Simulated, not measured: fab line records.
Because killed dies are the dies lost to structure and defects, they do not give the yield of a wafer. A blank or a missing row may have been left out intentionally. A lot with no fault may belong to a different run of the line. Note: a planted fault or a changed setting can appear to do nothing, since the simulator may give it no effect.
Which tool is to blame? | flow gf180mcu | 15 lots with 45 wafers sampled at 5 steps, on a route of 602 steps

## WHAT EACH GAUGE READ, for each wafer
The record lacks any reading of a measuring or inspecting step that a usual standard deviation could be used to judge.

## EACH LOT AND THE TOOL THAT RAN IT (in order: tool; ch and the chambers of the sampled wafers; start)
lot  | GF_M4_SPUTTER_03             | GF_M4_STRIP_17                       | GF_V4_CMP_04                  | GF_M5_ETCH_09                      | GF_M5_STRIP_11
L601 | pvd_sputter-02, day 22 07:37 | plasma_asher-03 ch 0,1, day 23 06:46 | cmp-01 ch 0,3, day 23 07:39   | rie_diel-02 ch 1,2, day 26 03:03   | plasma_asher-01 ch 0,1, day 26 03:11
L603 | pvd_sputter-01, day 23 05:34 | plasma_asher-04 ch 0,1, day 24 04:27 | cmp-02 ch 0,2,3, day 24 05:17 | rie_diel-02 ch 0,1,3, day 26 22:59 | plasma_asher-04 ch 0,1, day 26 23:08
L604 | pvd_sputter-03, day 23 12:20 | plasma_asher-01 ch 0,1, day 24 10:31 | cmp-01 ch 2,3, day 24 11:19   | rie_diel-02 ch 0,3, day 27 05:11   | plasma_asher-04 ch 0, day 27 05:19
L606 | pvd_sputter-03, day 24 09:33 | plasma_asher-04 ch 0,1, day 25 07:08 | cmp-01 ch 1,3, day 25 07:58   | rie_diel-01 ch 1,2,3, day 27 23:56 | plasma_asher-02 ch 0,1, day 28 00:07
L607 | pvd_sputter-03, day 24 12:58 | plasma_asher-03 ch 0, day 25 10:45   | cmp-02 ch 0,1, day 25 11:33   | rie_diel-03 ch 1,2,3, day 28 02:50 | plasma_asher-04 ch 0,1, day 28 02:58
L608 | pvd_sputter-03, day 25 00:58 | plasma_asher-01 ch 0,1, day 25 22:26 | cmp-01 ch 0,1,2, day 25 23:24 | rie_diel-02 ch 0,3, day 28 13:53   | plasma_asher-01 ch 0,1, day 28 14:04
L609 | pvd_sputter-03, day 25 09:22 | plasma_asher-04 ch 0, day 26 06:07   | cmp-02 ch 1,3, day 26 07:00   | rie_diel-02 ch 1,2,3, day 28 20:50 | plasma_asher-02 ch 0,1, day 28 20:58
L612 | pvd_sputter-03, day 26 08:58 | plasma_asher-03 ch 0,1, day 27 05:02 | cmp-02 ch 1,2, day 27 05:58   | rie_diel-03 ch 0,2,3, day 29 18:47 | plasma_asher-02 ch 0,1, day 29 18:58
L614 | pvd_sputter-02, day 26 23:42 | plasma_asher-01 ch 0,1, day 27 20:10 | cmp-01 ch 0,1,2, day 27 20:59 | rie_diel-03 ch 1,2, day 30 10:10   | plasma_asher-01 ch 1, day 30 10:17
L615 | pvd_sputter-01, day 27 03:05 | plasma_asher-04 ch 0,1, day 27 23:43 | cmp-01 ch 0,1,3, day 28 00:30 | rie_diel-01 ch 0,1,3, day 30 11:44 | plasma_asher-01 ch 0,1, day 30 11:53
L616 | pvd_sputter-02, day 27 15:25 | plasma_asher-01 ch 1, day 28 10:48   | cmp-02 ch 2,3, day 28 11:35   | rie_diel-02 ch 0,2,3, day 30 22:14 | plasma_asher-02 ch 0,1, day 30 22:29
L619 | pvd_sputter-02, day 28 11:30 | plasma_asher-01 ch 0,1, day 29 07:10 | cmp-02 ch 0,2, day 29 08:06   | rie_diel-01 ch 0,3, day 31 16:59   | plasma_asher-04 ch 0,1, day 31 17:08
L620 | pvd_sputter-01, day 28 16:58 | plasma_asher-03 ch 0,1, day 29 12:26 | cmp-02 ch 0,2,3, day 29 13:16 | rie_diel-01 ch 0,1,3, day 31 21:41 | plasma_asher-01 ch 0,1, day 31 21:51
L622 | pvd_sputter-01, day 29 07:03 | plasma_asher-01 ch 0,1, day 30 02:00 | cmp-02 ch 0,2,3, day 30 02:47 | rie_diel-02 ch 0,2, day 32 09:32   | plasma_asher-02 ch 0,1, day 32 09:41
L624 | pvd_sputter-01, day 29 20:28 | plasma_asher-01 ch 0,1, day 30 15:07 | cmp-02 ch 0,1, day 30 15:55   | rie_diel-03 ch 1,2,3, day 32 22:02 | plasma_asher-04 ch 0,1, day 32 22:11
- GF_M4_SPUTTER_03: material Ti, target thk 10 nm, time 6.7 s.
- GF_M4_STRIP_17: strips in O2/N2.
- GF_V4_CMP_04: polishes SiO2.
- GF_M5_ETCH_09: etches Si3N4 in CF4/O2, target depth 52 nm, time 11.6 s.
- GF_M5_STRIP_11: strips in O2/N2.

## WHAT THE TOOLS THEMSELVES READ (means of the sampled wafers that have a number; where no wafer has one, the mark that the record gives instead)
GF_M4_SPUTTER_03. Usual: throttle_valve_pct 30.4 %, standard deviation 0.67.
lot  | tool           | throttle_valve_pct (%) | flag
L601 | pvd_sputter-02 | 30.5                   |
L603 | pvd_sputter-01 | 30.2                   |
L604 | pvd_sputter-03 | 31.1                   |
L606 | pvd_sputter-03 | 30.9                   |
L607 | pvd_sputter-03 | 30.5                   |
L608 | pvd_sputter-03 | 30.8                   |
L609 | pvd_sputter-03 | 29.6                   |
L612 | pvd_sputter-03 | 31.1                   |
L614 | pvd_sputter-02 | 30.7                   |
L615 | pvd_sputter-01 | 29.8                   |
L616 | pvd_sputter-02 | 30.4                   |
L619 | pvd_sputter-02 | 30.4                   |
L620 | pvd_sputter-01 | 30.1                   |
L622 | pvd_sputter-01 | 29.7                   |
L624 | pvd_sputter-01 | 29.8                   |

GF_M4_STRIP_17. Usual: drypump_motor_current_A 5.8 A, standard deviation 0.55; heater_power_w 311 W, standard deviation 41; oes_product_au 0.558 a.u., standard deviation 0.0045; strip_time_to_endpoint_s 7.87 s, standard deviation 0.04.
lot  | tool            | drypump_motor_current_A (A) | heater_power_w (W) | oes_product_au (a.u.) | strip_time_to_endpoint_s (s) | flag
L601 | plasma_asher-03 | 6.3                         | 289                | 0.560                 | 7.90                         |
L603 | plasma_asher-04 | 5.6                         | 310                | 0.557                 | 7.88                         |
L604 | plasma_asher-01 | 5.2                         | 325                | 0.555                 | 7.85                         |
L606 | plasma_asher-04 | 5.6                         | 314                | 0.558                 | 7.91                         |
L607 | plasma_asher-03 | 6.2                         | 250                | 0.564                 | 7.87                         |
L608 | plasma_asher-01 | 5.3                         | 306                | 0.559                 | 7.88                         |
L609 | plasma_asher-04 | 6.3                         | 298                | 0.556                 | 7.87                         |
L612 | plasma_asher-03 | 6.3                         | 288                | 0.559                 | 7.91                         |
L614 | plasma_asher-01 | 5.2                         | 326                | 0.560                 | 7.86                         |
L615 | plasma_asher-04 | 6.0                         | 309                | 0.555                 | 7.88                         |
L616 | plasma_asher-01 | 5.1                         | 346                | 0.558                 | 7.90                         |
L619 | plasma_asher-01 | 5.2                         | 326                | 0.556                 | 7.84                         |
L620 | plasma_asher-03 | 6.3                         | 286                | 0.561                 | 7.84                         |
L622 | plasma_asher-01 | 5.2                         | 322                | 0.560                 | 7.84                         |
L624 | plasma_asher-01 | 5.2                         | 324                | 0.553                 | 7.81                         |

GF_V4_CMP_04. Usual: head_pressure_psi 4.001 psi, standard deviation 0.008; motor_current_A 12.0 A, standard deviation 1.3; time_to_endpoint_s 80 s, standard deviation 4.6.
lot  | tool   | head_pressure_psi (psi) | motor_current_A (A) | time_to_endpoint_s (s) | flag
L601 | cmp-01 | 3.998                   | 11.2                | 83                     |
L603 | cmp-02 | 4.000                   | 12.7                | 78                     |
L604 | cmp-01 | 3.997                   | 11.3                | 82                     |
L606 | cmp-01 | 4.002                   | 11.5                | 84                     |
L607 | cmp-02 | 3.998                   | 11.5                | 78                     |
L608 | cmp-01 | 4.009                   | 11.5                | 85                     |
L609 | cmp-02 | 4.005                   | 13.4                | 75                     |
L612 | cmp-02 | 4.007                   | 12.7                | 79                     |
L614 | cmp-01 | 4.002                   | 11.7                | 80                     |
L615 | cmp-01 | 3.996                   | 11.2                | 77                     |
L616 | cmp-02 | 4.004                   | 13.9                | 75                     |
L619 | cmp-02 | 4.010                   | 11.6                | 81                     |
L620 | cmp-02 | 4.001                   | 12.5                | 79                     |
L622 | cmp-02 | 4.001                   | 12.7                | 81                     |
L624 | cmp-02 | 4.005                   | 11.3                | 77                     |

GF_M5_ETCH_09. Usual: O2_flow_sccm 10.00 sccm, standard deviation 0.032; bias_w 150.0 W, standard deviation 0.43; drypump_motor_current_A 5.6 A, standard deviation 0.36; oes_product_au 1.000 a.u., standard deviation 0.0072; throttle_valve_pct 5.971 %, standard deviation 0.0091.
lot  | tool        | O2_flow_sccm (sccm) | bias_w (W) | drypump_motor_current_A (A) | oes_product_au (a.u.) | throttle_valve_pct (%) | flag
L601 | rie_diel-02 | 10.00               | 150.3      | 5.2                         | 1.001                 | 5.972                  |
L603 | rie_diel-02 | 9.98                | 150.3      | 5.2                         | 0.996                 | 5.965                  |
L604 | rie_diel-02 | 10.02               | 150.2      | 5.4                         | 1.004                 | 5.976                  |
L606 | rie_diel-01 | 10.02               | 150.2      | 5.9                         | 0.986                 | 5.977                  |
L607 | rie_diel-03 | 10.03               | 149.5      | 5.6                         | 0.992                 | 5.971                  |
L608 | rie_diel-02 | 10.01               | 150.0      | 5.4                         | 1.006                 | 5.969                  |
L609 | rie_diel-02 | 10.01               | 150.2      | 5.4                         | 0.999                 | 5.975                  |
L612 | rie_diel-03 | 10.01               | 150.0      | 5.7                         | 0.995                 | 5.963                  |
L614 | rie_diel-03 | -                   | -          | -                           | -                     | -                      | OFF
L615 | rie_diel-01 | -                   | -          | -                           | -                     | -                      | OFF
L616 | rie_diel-02 | -                   | -          | -                           | -                     | -                      | OFF
L619 | rie_diel-01 | 9.99                | 149.8      | 5.7                         | 0.999                 | 5.960                  |
L620 | rie_diel-01 | 10.01               | 149.9      | 5.7                         | 0.996                 | 5.972                  |
L622 | rie_diel-02 | 9.96                | 150.3      | 5.8                         | 1.001                 | 5.973                  |
L624 | rie_diel-03 | 9.99                | 150.0      | 5.6                         | 1.001                 | 5.969                  |

GF_M5_STRIP_11. Usual: drypump_motor_current_A 5.6 A, standard deviation 0.42; heater_power_w 317 W, standard deviation 40; oes_product_au 0.544 a.u., standard deviation 0.0043; strip_time_to_endpoint_s 7.54 s, standard deviation 0.03.
lot  | tool            | drypump_motor_current_A (A) | heater_power_w (W) | oes_product_au (a.u.) | strip_time_to_endpoint_s (s) | flag
L601 | plasma_asher-01 | 5.3                         | 302                | 0.545                 | 7.52                         |
L603 | plasma_asher-04 | 5.6                         | 315                | 0.549                 | 7.57                         |
L604 | plasma_asher-04 | 6.3                         | 300                | 0.543                 | 7.52                         |
L606 | plasma_asher-02 | 5.7                         | 303                | 0.551                 | 7.56                         |
L607 | plasma_asher-04 | 5.6                         | 306                | 0.546                 | 7.57                         |
L608 | plasma_asher-01 | 5.2                         | 326                | 0.546                 | 7.53                         |
L609 | plasma_asher-02 | 5.6                         | 342                | 0.547                 | 7.56                         |
L612 | plasma_asher-02 | 5.5                         | 343                | 0.548                 | 7.52                         |
L614 | plasma_asher-01 | 5.0                         | 354                | 0.551                 | 7.83                         | OFF
L615 | plasma_asher-01 | 5.2                         | 330                | 0.555                 | 7.91                         | OFF
L616 | plasma_asher-02 | 5.6                         | 342                | 0.557                 | 7.88                         | OFF
L619 | plasma_asher-04 | 6.0                         | 311                | 0.546                 | 7.58                         |
L620 | plasma_asher-01 | 5.2                         | 329                | 0.545                 | 7.51                         |
L622 | plasma_asher-02 | 5.8                         | 303                | 0.544                 | 7.54                         |
L624 | plasma_asher-04 | 5.6                         | 316                | 0.543                 | 7.53                         |

## THE ANSWER, worked out from the rows above alone
Rule: lot off if the mean of its wafers having a number is beyond 3 standard deviations from the usual mean. Also off: a lot with no number at a reading for which 4 or more lots have one. Where the step has rows for the other lots, those lots are counted as sound. First the gauges in route order, then the tools' own readings, where a lot's mean is used as printed above. At the first step where some lot is off, the reading lying furthest off is the one used; lots without a number count as furthest.
Off: L614, L615, L616, at GF_M5_ETCH_09 (O2_flow_sccm). Without a number there: L614, L615, L616.
A tool fits if, at that step or a process step before it, it ran every lot that is off, and no sound lot after the first of them. No candidate that was tried fits.

## WHAT HAD BEEN PUT IN BY THE SIMULATOR
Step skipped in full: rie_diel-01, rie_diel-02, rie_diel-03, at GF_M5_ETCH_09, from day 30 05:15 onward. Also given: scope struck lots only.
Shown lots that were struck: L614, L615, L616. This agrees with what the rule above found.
